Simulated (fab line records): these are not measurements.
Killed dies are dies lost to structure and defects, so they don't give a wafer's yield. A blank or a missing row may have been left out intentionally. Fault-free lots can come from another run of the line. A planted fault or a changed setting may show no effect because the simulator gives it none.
fab line records	flow sky130
record lots=7	wafers=19	last-day=50
route steps=708 shown FIELD_ISO@16 PAD_OPEN@708
lots that met no fault: taken from a fault-free run of the same line
start-h: start of the lot's first displayed wafer, in hours after the record's first day	wait-h: hours from the lot's prior step to this one	" unchanged from the row above	L1.1+2: a single row standing in for several wafers	- no value, or no start was given	* or withheld: withheld	< > ~ a bound
route shown NAME@n: NAME is a module with steps in the file, n the number in the route of the first one	usual: mean and standard deviation over wafers with no fault	same: alike in all rows	chamber/n: place in a boat	sites: per-site readings	_std_site: the values' standard deviation	_edge_site: mean of outer sites minus mean of inner sites	radius-mm: how far each site lies from the wafer's centre	mask NAME#n: copy n	behind: the tool/chamber that last shaped the wafer	hold: why the lot went on hold/how many hours it stayed there/how the hold came to an end	device: the transistor (n, p or np) that didn't switch	end of line: the route-end tests of the same wafers	step lacking rows: just its recipe	killed: not the wafer's yield, but the dies lost to structure and defects at the first sort	map: a wafer's dies, x killed, . not, _ none there
set.NAME: setting as actually run; set.NAME@STEP: the setting as run at that earlier step	model.NAME: the simulator's own value behind a step, which no gauge read
certain route steps with their lots: each step a table, each wafer a row
services: the hour from which a tool's chamber was out of use, counted from the record's first day as start-h (under 0 if before that day), plus the number of hours and why
## steps
# step SKY_FIELD_ISO_ETCH_15
# recipe chemistry=CHF3/O2	target-depth-nm=180	stop-on=Si	source-w=600	bias-w=200	pressure-mtorr=40	chf3-flow-sccm=50	O2_flow_sccm=5	time-s=72
# usual drypump-motor-current-A=5.8/0.41	oes-product-au=0.949/0.0065	rf-fwd-power-W=594.7/2.2	throttle-valve-pct=8.845/0.009
lot.wafer	tool	chamber	start-h	wait-h	drypump-motor-current-A	oes-product-au	rf-fwd-power-W	rf-hours-counter-h	throttle-valve-pct
L485.4	rie-diel-03	3	29.30	0.0	5.9	0.937	594.2	-	8.841
L485.5	"	0	"	"	5.8	0.949	595.5	-	8.848
L485.6	"	1	"	"	5.6	0.952	596.0	-	8.844
L487.1	rie-diel-01	0	39.67	0.0	6.0	0.942	591.2	118	8.843
L487.4	"	2	"	"	5.8	0.950	596.9	92	8.852
L487.6	"	0	"	"	6.0	0.943	591.9	-	8.855
L494.2	rie-diel-01	2	76.00	0.0	5.8	0.955	594.3	93	8.857
L494.6	"	2	"	"	5.8	0.953	595.7	-	8.843
L497.1	rie-diel-03	1	91.95	0.0	5.6	0.957	594.5	6	8.858
L497.2	"	0	"	"	5.8	0.944	594.5	8	8.851
L497.3	"	2	"	"	5.4	0.952	597.0	1	8.848
L500.2	rie-diel-01	1	108.85	0.0	5.0	0.939	593.1	7	8.828
L500.6	"	0	"	"	6.0	0.944	593.2	-	8.844
L506.1	rie-diel-03	1	137.22	0.0	5.6	0.941	592.7	7	8.816
L506.3	"	2	"	"	5.3	0.939	598.2	2	8.853
L506.4	"	3	"	"	5.9	0.943	595.9	153	8.836
L507.3	rie-diel-01	2	142.60	0.0	5.8	0.962	591.7	94	8.844
L507.4	"	1	"	"	5.0	0.954	592.9	8	8.838
L507.6	"	0	"	"	6.0	0.950	594.0	-	8.838
# step SKY_FIELD_ISO_STRIP_16
# recipe chemistry=O2/N2	power-w=1400	pressure-mtorr=1500	platen-temp-c=withheld	o2-flow-sccm=3000	n2-flow-sccm=300	overash-fraction=0.5
# usual drypump-motor-current-A=5.8/0.59	n2-flow-sccm=300.0/0.91	oes-product-au=0.378/0.0044	strip-time-to-endpoint-s=3.561/0.028
lot.wafer	tool	chamber	start-h	wait-h	drypump-motor-current-A	n2-flow-sccm	oes-product-au	rf-hours-counter-h	strip-time-to-endpoint-s
L485.4	plasma-asher-01	0	29.36	0.0	5.3	300.5	0.381	-	3.529
L485.5	"	0	"	"	5.3	299.8	0.373	-	3.539
L485.6	"	1	"	"	6.5	300.1	0.381	-	3.568
L487.1	plasma-asher-01	1	39.73	0.0	6.6	300.1	0.378	36	3.566
L487.4	"	0	"	"	5.3	299.8	0.374	-	3.571
L487.6	"	1	"	"	6.5	299.7	0.373	-	3.572
L494.2	plasma-asher-01	1	76.06	0.0	6.6	299.1	0.373	40	3.572
L494.6	"	1	"	"	6.6	300.2	0.377	-	3.566
L497.1	plasma-asher-02	1	92.01	0.0	5.1	299.0	0.370	40	3.573
L497.2	"	0	"	"	6.1	300.0	0.369	40	3.524
L497.3	"	1	"	"	5.1	299.7	0.385	-	3.542
L500.2	plasma-asher-02	0	108.91	0.0	6.1	300.7	0.380	42	3.614
L500.6	"	0	"	"	6.1	299.7	0.376	-	3.572
L506.1	plasma-asher-01	0	137.28	0.0	5.3	301.5	0.379	43	3.537
L506.3	"	1	"	"	6.5	299.0	0.368	-	3.546
L506.4	"	0	"	"	5.3	301.2	0.379	-	3.553
L507.3	plasma-asher-02	1	142.69	0.1	5.1	300.2	0.381	-	3.551
L507.4	"	0	"	"	6.0	298.3	0.374	-	3.613
L507.6	"	0	"	"	6.1	298.2	0.382	-	3.589
# step SKY_FIELD_ISO_ETCH_17
# recipe target-depth-a=3420	mask-material=Si3N4	chemistry=HBr/Cl2/O2	target=Si	taper-deg=5	icp-w=600	bias-w=150	pressure-mtorr=15	HBr_flow_sccm=150	Cl2_flow_sccm=40	O2_flow_sccm=6	time-s=97.7
# usual HBr_flow_sccm=150.0/0.41	drypump-motor-current-A=5.5/0.61	he-backside-leak-sccm=2.7/0.32	oes-product-au=1.002/0.0072	rf-fwd-power-W=596.7/1.8	throttle-valve-pct=25.654/0.01
lot.wafer	tool	chamber	start-h	wait-h	HBr_flow_sccm	drypump-motor-current-A	he-backside-leak-sccm	oes-product-au	rf-fwd-power-W	rf-hours-counter-h	throttle-valve-pct
L485.4	rie-si-01	2	29.43	0.0	150.1	5.1	3.1	0.998	595.9	72	25.654
L485.5	"	0	"	"	150.5	6.5	2.9	0.999	598.1	-	25.662
L485.6	"	1	"	"	150.1	6.5	2.2	1.001	598.7	-	25.653
L487.1	rie-si-02	2	39.83	0.1	149.6	5.0	2.8	0.994	597.7	29	25.655
L487.4	"	0	"	"	150.4	5.4	2.6	1.008	597.9	34	25.650
L487.6	"	0	"	"	150.2	5.4	2.7	0.990	597.8	-	25.663
L494.2	rie-si-01	3	76.16	0.1	149.6	5.3	2.7	0.988	596.0	148	25.647
L494.6	"	0	"	"	149.9	6.5	3.0	0.996	595.5	-	25.669
L497.1	rie-si-02	3	92.11	0.1	149.9	4.9	2.6	1.001	598.2	2	25.671
L497.2	"	2	"	"	150.1	5.0	3.0	0.994	595.7	30	25.673
L497.3	"	0	"	"	150.2	5.4	2.8	1.003	595.7	34	25.647
L500.2	rie-si-02	1	109.01	0.1	150.0	5.2	2.9	1.020	594.7	0	25.650
L500.6	"	2	"	"	150.3	5.0	2.7	1.014	598.8	-	25.668
L506.1	rie-si-02	1	137.38	0.1	150.2	5.2	3.0	1.017	594.7	0	25.652
L506.3	"	3	"	"	149.8	4.9	2.5	1.010	599.8	2	25.629
L506.4	"	2	"	"	150.0	5.0	2.7	1.007	595.3	30	25.654
L507.3	rie-si-01	3	142.76	0.0	150.8	5.3	2.2	0.995	597.1	0	25.641
L507.4	"	0	"	"	150.6	6.5	2.9	0.997	595.6	56	25.653
L507.6	"	2	"	"	150.3	5.1	3.0	0.993	600.3	-	25.649
# step SKY_FIELD_ISO_WET_ETCH_18
# recipe chemistry=H3PO4	target-depth-nm=25	temp-c=160	target=Si3N4	time-s=286
# step SKY_FIELD_ISO_CLEAN_19
# recipe chemistry=SC1/SC2	mix=1:4:20	temp-c=70	time-s=150
# step SKY_FIELD_ISO_CLEAN_20
# recipe chemistry=dHF	time-s=20	dilution=100:1
# step SKY_FIELD_ISO_WET_ETCH_21
# recipe chemistry=dHF	dilution=100:1	target-depth-nm=20	dry=ipa-marangoni	target=SiO2	temp-c=25	time-s=400
# step SKY_FIELD_ISO_OXIDATION_22
# recipe temp-c=950	ambient=O2	stabilise-s=600	purge-s=300	target-thk-a=100	ox-time-s=623
# step SKY_FIELD_ISO_THK_MEAS_23
# recipe reads=SiO2_of_FIELD_ISO_OXIDATION_22
# usual FIELD_ISO_OXIDATION_01_THK=10.09/0.18
lot.wafer	tool	chamber	start-h	wait-h	FIELD_ISO_OXIDATION_01_THK[nm]
L485.4	film-metro-04	-	31.18	0.0	10.12
L485.5	"	-	"	"	10.23
L485.6	"	-	"	"	10.05
L487.1	film-metro-04	-	43.81	0.0	10.19
L487.4	"	-	"	"	10.14
L487.6	"	-	"	"	10.03
L494.2	film-metro-01	-	77.71	0.0	9.89
L494.6	"	-	"	"	10.00
L497.1	film-metro-03	-	94.86	0.0	10.20
L497.2	"	-	"	"	10.14
L497.3	"	-	"	"	10.11
L500.2	film-metro-04	-	111.20	0.0	9.98
L500.6	"	-	"	"	10.06
L506.1	film-metro-03	-	141.21	0.0	10.22
L506.3	"	-	"	"	10.19
L506.4	"	-	"	"	10.22
L507.3	film-metro-01	-	144.38	0.0	9.87
L507.4	"	-	"	"	10.13
L507.6	"	-	"	"	10.04
# step SKY_FIELD_ISO_CVD_24
# recipe material=SiO2	target-thk-nm=595	temp-c=650	sigma-open-frac=0.3	time-s=99.2	sih4-flow-sccm=60	pressure-mtorr=6
# step SKY_FIELD_ISO_THK_MEAS_25
# recipe reads=SiO2_of_FIELD_ISO_CVD_24
# usual FIELD_ISO_CVD_24_THK=594/4.9
lot.wafer	tool	chamber	start-h	wait-h	FIELD_ISO_CVD_24_THK[nm]
L485.4	film-metro-01	-	31.31	0.0	593
L485.5	"	-	"	"	584
L485.6	"	-	"	"	590
L487.1	film-metro-03	-	43.94	0.0	598
L487.4	"	-	"	"	595
L487.6	"	-	"	"	600
L494.2	film-metro-04	-	77.84	0.0	600
L494.6	"	-	"	"	588
L497.1	film-metro-04	-	94.99	0.0	593
L497.2	"	-	"	"	600
L497.3	"	-	"	"	595
L500.2	film-metro-03	-	111.33	0.0	591
L500.6	"	-	"	"	592
L506.1	film-metro-04	-	141.34	0.0	599
L506.3	"	-	"	"	594
L506.4	"	-	"	"	589
L507.3	film-metro-01	-	144.51	0.1	598
L507.4	"	-	"	"	596
L507.6	"	-	"	"	594
# step SKY_FIELD_ISO_ANNEAL_26
# recipe temp-c=1000	time-s=1800	ambient=N2
# step SKY_FIELD_ISO_CMP_27
# recipe stop-on=Si3N4	t-overpolish-s=16	down-force-psi=4	platen-rpm=60	target-thk-nm=457.8	pad-velocity-m-s=0.94248
# usual motor-current-A=11.8/1.1	overpolish-run-s=16.001/0.0087	time-to-endpoint-s=110/3.9
lot.wafer	tool	chamber	start-h	wait-h	motor-current-A	overpolish-run-s	time-to-endpoint-s
L485.4	cmp-01	0	32.89	0.1	11.0	16.008	115
L485.5	"	3	"	"	11.1	16.010	113
L485.6	"	0	"	"	10.8	15.991	117
L487.1	cmp-01	2	47.70	0.1	11.1	16.013	117
L487.4	"	3	"	"	11.0	16.006	116
L487.6	"	0	"	"	10.6	15.994	120
L494.2	cmp-01	2	79.61	0.2	11.6	15.986	62
L494.6	"	0	"	"	10.0	15.999	114
L497.2	cmp-01	3	97.71	0.0	11.0	16.009	67
L497.1	"	0	"	"	10.9	16.001	115
L497.3	"	2	"	"	11.0	16.002	109
L500.2	cmp-01	2	114.20	0.0	11.5	16.004	58
L500.6	"	2	"	"	11.3	16.011	107
L506.1	cmp-02	3	144.64	0.4	11.6	15.980	111
L506.4	"	0	"	"	12.7	15.991	109
L506.3	"	1	"	"	12.6	15.995	108
L507.4	cmp-02	0	147.39	0.0	12.4	16.010	114
L507.3	"	3	"	"	11.3	16.002	112
L507.6	"	0	"	"	11.8	15.993	110
# step SKY_FIELD_ISO_WET_ETCH_28
# recipe chemistry=dHF	target-depth-nm=23.7	target=SiO2	dilution=10:1	temp-c=25	time-s=47
# step SKY_PAD_OPEN_PROBE_99
# usual killed_at_M0_to_M3=43/7.2	killed_at_M4_up=3.3/1.8	killed-at-contacts=23/5.5	killed-at-front-end=16/5.1	killed-at-other=0.4/0.65	killed-dies=85/10	killed-on-rim=17/4.3	killed-open=46/7.1	killed-short=38/7.2
# same gross-dies=492	killed-at-back-side=0
lot.wafer	tool	chamber	start-h	wait-h	killed_at_M0_to_M3	killed_at_M4_up	killed-at-contacts	killed-at-front-end	killed-at-other	killed-dies	killed-on-rim	killed-open	killed-short
L485.4	prober-02	-	1068.73	0.2	31	6	26	23	0	86	21	53	33
L485.5	prober-02	-	1068.78	0.2	45	2	25	14	1	87	18	41	46
L485.6	prober-02	-	1068.83	0.2	43	4	26	16	1	90	22	49	40
L487.1	prober-02	-	1108.11	0.1	40	3	33	23	0	99	22	54	45
L487.4	prober-02	-	1108.26	0.2	53	3	33	16	1	106	21	63	43
L487.6	prober-02	-	1108.36	0.2	37	2	31	14	0	84	17	47	37
L494.2	prober-02	-	1123.03	0.1	44	4	28	14	0	90	20	49	39
L494.6	prober-02	-	1123.23	0.2	63	6	27	16	0	112	25	52	59
L497.1	prober-01	-	1150.37	0.1	39	3	19	24	0	85	14	48	37
L497.2	prober-01	-	1150.42	0.1	36	5	21	12	0	74	15	43	30
L497.3	prober-01	-	1150.47	0.2	46	1	23	23	0	93	20	55	38
L500.2	prober-02	-	1157.48	0.1	31	2	28	17	0	78	10	45	33
L500.6	prober-02	-	1157.68	0.2	42	5	17	13	0	77	21	41	35
L506.1	prober-01	-	1187.45	0.1	36	9	25	20	0	90	17	41	48
L506.3	prober-01	-	1187.55	0.2	47	2	24	14	0	87	19	38	49
L506.4	prober-01	-	1187.60	0.2	38	4	15	13	0	70	12	40	30
L507.3	prober-01	-	1191.86	0.2	34	4	31	17	0	86	19	38	48
L507.4	prober-01	-	1191.91	0.2	26	1	38	14	0	79	17	47	32
L507.6	prober-01	-	1192.01	0.2	47	3	28	17	0	95	17	48	47
# killed by level:class
L485.4 LI_CONTACT:geometric-particle:open=11 POLY_GATE:geometric-particle:open=8 VIA2:geometric-particle:open=7 CONTACT:geometric-particle:open=6 VIA3:geometric-particle:open=5 FIELD_ISO:geometric-particle:open=4 FIELD_ISO:geometric-particle:short=4 LOCAL_INTERCONNECT:geometric-particle:short=4
L485.5 CONTACT:geometric-particle:open=10 CONTACT:geometric-particle:short=9 METAL1:geometric-particle:short=8 VIA3:geometric-particle:open=8 VIA1:geometric-particle:open=7 FIELD_ISO:geometric-particle:short=5 VIA1:geometric-particle:short=5 VIA3:geometric-particle:short=5
L485.6 VIA1:geometric-particle:open=12 LI_CONTACT:geometric-particle:open=7 CONTACT:geometric-particle:open=7 VIA3:geometric-particle:open=6 METAL1:geometric-particle:short=5 VIA2:geometric-particle:short=5 FIELD_ISO:geometric-particle:open=4 LI_CONTACT:geometric-particle:short=4
L487.1 LI_CONTACT:geometric-particle:open=14 VIA1:geometric-particle:open=10 FIELD_ISO:geometric-particle:open=7 POLY_GATE:geometric-particle:short=7 VIA3:geometric-particle:open=7 METAL1:geometric-particle:short=6 FIELD_ISO:geometric-particle:short=5 CONTACT:geometric-particle:open=5
L487.4 CONTACT:geometric-particle:open=12 VIA1:geometric-particle:open=12 LI_CONTACT:geometric-particle:open=10 METAL2:geometric-particle:short=7 VIA3:geometric-particle:open=7 VIA2:geometric-particle:open=6 VIA3:geometric-particle:short=5 POLY_GATE:geometric-particle:short=4
L487.6 CONTACT:geometric-particle:open=10 VIA1:geometric-particle:open=9 LI_CONTACT:geometric-particle:open=8 FIELD_ISO:geometric-particle:open=7 LI_CONTACT:geometric-particle:short=6 FIELD_ISO:geometric-particle:short=5 LOCAL_INTERCONNECT:geometric-particle:short=5 METAL2:geometric-particle:short=5
L494.2 VIA1:geometric-particle:open=11 VIA2:geometric-particle:open=9 CONTACT:geometric-particle:open=9 METAL2:geometric-particle:short=9 LI_CONTACT:geometric-particle:open=8 POLY_GATE:geometric-particle:short=6 LOCAL_INTERCONNECT:geometric-particle:short=4 CONTACT:geometric-particle:short=4
L494.6 LI_CONTACT:geometric-particle:open=12 VIA3:geometric-particle:open=11 METAL1:geometric-particle:short=9 METAL2:geometric-particle:short=8 VIA1:geometric-particle:open=7 CONTACT:geometric-particle:short=7 VIA2:geometric-particle:open=7 VIA3:geometric-particle:short=5
L497.1 FIELD_ISO:geometric-particle:open=10 FIELD_ISO:geometric-particle:short=9 VIA1:geometric-particle:open=6 CONTACT:geometric-particle:open=6 VIA2:geometric-particle:open=6 METAL1:geometric-particle:short=5 VIA3:geometric-particle:open=5 LI_CONTACT:geometric-particle:open=4
L497.2 CONTACT:geometric-particle:open=11 VIA1:geometric-particle:open=11 METAL1:geometric-particle:short=5 METAL3:geometric-particle:short=4 FIELD_ISO:geometric-particle:short=3 FIELD_ISO:geometric-particle:open=3 LOCAL_INTERCONNECT:geometric-particle:open=3 CONTACT:geometric-particle:short=3
L497.3 VIA2:geometric-particle:open=12 LI_CONTACT:geometric-particle:open=9 FIELD_ISO:geometric-particle:short=7 VIA1:geometric-particle:open=7 FIELD_ISO:geometric-particle:open=5 LOCAL_INTERCONNECT:geometric-particle:short=5 CONTACT:geometric-particle:open=5 METAL2:geometric-particle:short=5
L500.2 CONTACT:geometric-particle:open=10 VIA1:geometric-particle:open=10 LI_CONTACT:geometric-particle:open=8 LOCAL_INTERCONNECT:geometric-particle:short=5 FIELD_ISO:geometric-particle:open=4 FIELD_ISO:geometric-particle:short=4 METAL2:geometric-particle:short=4 VIA2:geometric-particle:short=3
L500.6 METAL2:geometric-particle:short=9 VIA1:geometric-particle:open=9 VIA2:geometric-particle:open=8 LI_CONTACT:geometric-particle:open=6 CONTACT:geometric-particle:open=5 POLY_GATE:geometric-particle:short=4 METAL1:geometric-particle:short=4 POLY_GATE:geometric-particle:open=3
L506.1 CONTACT:geometric-particle:open=9 VIA3:geometric-particle:open=8 METAL4:geometric-particle:short=8 POLY_GATE:geometric-particle:short=6 CONTACT:geometric-particle:short=5 LOCAL_INTERCONNECT:geometric-particle:short=4 POLY_GATE:geometric-particle:open=4 METAL3:geometric-particle:short=4
L506.3 CONTACT:geometric-particle:open=9 VIA1:geometric-particle:open=9 POLY_GATE:geometric-particle:short=7 METAL1:geometric-particle:short=7 VIA1:geometric-particle:short=6 VIA3:geometric-particle:open=6 LOCAL_INTERCONNECT:geometric-particle:short=5 METAL3:geometric-particle:short=5
L506.4 VIA1:geometric-particle:open=10 LI_CONTACT:geometric-particle:open=5 VIA3:geometric-particle:open=5 VIA1:geometric-particle:short=5 VIA2:geometric-particle:open=5 VIA3:geometric-particle:short=5 POLY_GATE:geometric-particle:open=4 CONTACT:geometric-particle:open=3
L507.3 CONTACT:geometric-particle:open=10 LI_CONTACT:geometric-particle:short=7 VIA3:geometric-particle:open=7 CONTACT:geometric-particle:short=6 METAL2:geometric-particle:short=6 POLY_GATE:geometric-particle:short=5 VIA1:geometric-particle:open=5 POLY_GATE:geometric-particle:open=4
L507.4 CONTACT:geometric-particle:open=15 LI_CONTACT:geometric-particle:open=12 POLY_GATE:geometric-particle:short=6 LOCAL_INTERCONNECT:geometric-particle:short=5 VIA1:geometric-particle:open=4 VIA1:geometric-particle:short=4 METAL2:geometric-particle:short=4 POLY_GATE:geometric-particle:open=3
L507.6 CONTACT:geometric-particle:open=10 VIA1:geometric-particle:open=10 METAL1:geometric-particle:short=9 POLY_GATE:geometric-particle:open=7 LI_CONTACT:geometric-particle:open=7 FIELD_ISO:geometric-particle:short=4 LI_CONTACT:geometric-particle:short=4 VIA3:geometric-particle:short=4
## services
tool	chamber	start-h	hours	kind
rie-diel-01	1	8.30	13.2	repair
rie-diel-03	2	14.95	-	clean
rie-diel-03	2	14.95	18.9	scheduled-down
cmp-02	-	18.63	0.5	repair
rie-diel-01	0	23.16	1.4	repair
rie-diel-03	1	32.36	12.0	repair
cmp-01	-	56.50	2.5	repair
rie-diel-03	2	56.85	5.8	repair
cmp-02	-	58.51	0.5	repair
cmp-01	-	64.00	4.0	pm
plasma-asher-02	-	64.14	14.6	pm
cmp-01	-	68.00	-	consumable-replace:conditioner
cmp-01	-	68.00	-	consumable-replace:pad
rie-si-02	1	77.53	-	clean
rie-si-02	1	77.53	19.3	scheduled-down
rie-si-02	1	77.53	19.3	vent-cycle
rie-diel-03	-	81.08	2.4	repair
rie-si-01	0	81.95	5.4	repair
cmp-01	-	84.48	2.3	repair
rie-si-01	1	85.13	2.2	repair
plasma-asher-01	-	85.26	33.3	repair
rie-diel-03	2	103.96	9.0	repair
cmp-01	-	143.27	7.9	pm
rie-si-02	3	144.88	2.1	repair
## key
first-sign step=SKY_FIELD_ISO_CMP_27	reading=time-to-endpoint-s	direction=down	sigmas=12	usual=*	struck=*
effect none on later readings
met-at SKY_FIELD_ISO_CMP_27
struck-wafers L494.2,L497.2,L500.2
tester-left-out L494,L497,L500
onset-between 47.70 79.61
fault kind=process-parameter-drift	tool=cmp-01	chamber=-	onset-h=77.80	steps=SKY_FIELD_ISO_CMP_27	channel=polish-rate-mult	offset=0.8	shape=step	end-h=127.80	scope=struck-wafers-only
# tester-left-out: of these lots the tester's yield and bins aren't shown, on N5 and GAA mostly nor the transistor test; their killed dies are dies lost to structure and defects alone, not to doping, threshold or leakage, so they don't give the yield
